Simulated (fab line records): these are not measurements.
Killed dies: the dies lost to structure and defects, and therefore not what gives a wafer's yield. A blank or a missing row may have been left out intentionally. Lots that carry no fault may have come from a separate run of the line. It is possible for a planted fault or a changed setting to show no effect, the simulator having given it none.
Problem report, 8D (eight disciplines) form, completed by code + flow gf180mcu + the parts of the form that need people (team, actions taken, sign-off) are left out

== 1. WHAT WENT WRONG ==
Wafers without a fault read 2999.8 rpm, standard deviation 1.8; spin-speed-rpm at GF_MIM_COAT_14 reads a mean of 3124.1 rpm on 9 wafers belonging to 3 lots. Relative to the usual mean, that is a shift of +69 standard deviations.
The step: resist thk 1000 nm.
First observed at day 29 04:38: wafer L606.1, on litho-track-01. Wafers with a number at this step in the record: 36, from 12 lots. Rule for "out", or "out of limits": more than 4 standard deviations from the usual mean. The rest of the wafers with a number are treated as sound.

== 2. WHAT IT IS AND WHAT IT IS NOT ==
| question                    | is                     | is not                                                                                            |
|-----------------------------|------------------------|---------------------------------------------------------------------------------------------------|
| which readings at this step | spin-speed-rpm         | -                                                                                                 |
| which lots                  | L606, L608, L609       | L600, L601, L604, L613, L615, L618, L619, L620, L622                                              |
| which wafers of those lots  | all that have a number | -                                                                                                 |
| read on which tools         | litho-track-01         | litho-track-02, litho-track-04                                                                    |
| when                        | from day 29 04:38      | up to then (9 sound wafers); but 18 sound wafers of L613, L615, L618, L619, L620, L622 came after |

== 3. THE SUSPECTS, EACH WITH WHAT RULES IT OUT ==
Counting: a tool stays on the suspect list if, at a process step up to the reading, it processed all lots that are out and no sound lot following the first of them.
- pvd-sputter-01 at GF_V4_SPUTTER_22 (material TiN, target thk 10 nm, time 40 s): kept. Every lot that is out went through it, starting with L606 (day 28 17:39), and after that it ran no sound lot; the last sound lot it ran before then is L604 (day 28 06:41).
- litho-track-01 at GF_MIM_COAT_14 (resist thk 1000 nm): ruled out as a lasting fault. Following L606 (day 29 04:38), the first lot on it that is out, the sound lots L620, L622 were run on it.
The count leaves pvd-sputter-01 at GF_V4_SPUTTER_22.

== 4. THE CAUSE (what the simulator had put in) ==
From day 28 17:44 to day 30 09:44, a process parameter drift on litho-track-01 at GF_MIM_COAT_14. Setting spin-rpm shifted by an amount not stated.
Counting ruled it out, wrongly.

== 5. THE EFFECT CHAIN, in route order ==
Each row: a reading where the mean over the struck wafers with a number is more than 3 standard deviations away from the usual. Scope: only readings with a usual standard deviation given in the record; hours: median across lots of the time from each lot's start at the first step in this table that gives one to its start at this step; sigmas: change in usual standard deviations.
| hours | step            | reading                  | usual      | on struck wafers | change | sigmas |
|-------|-----------------|--------------------------|------------|------------------|--------|--------|
| 0     | GF_MIM_COAT_14  | spin-speed-rpm           | 2999.8 rpm | 3124.1           | +124.3 | +69    |
| 10    | GF_MIM_STRIP_20 | strip-time-to-endpoint-s | 11.23 s    | 10.98            | -0.25  | -5.6   |
Process steps it contains:
- GF_MIM_COAT_14: resist thk 1000 nm.
- GF_MIM_STRIP_20: strips in O2/N2.

== 6. WHAT WOULD HAVE CAUGHT IT SOONER ==
In this record the first reading out of limits was taken at day 29 04:38, 11 hours after the fault began at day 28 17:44.
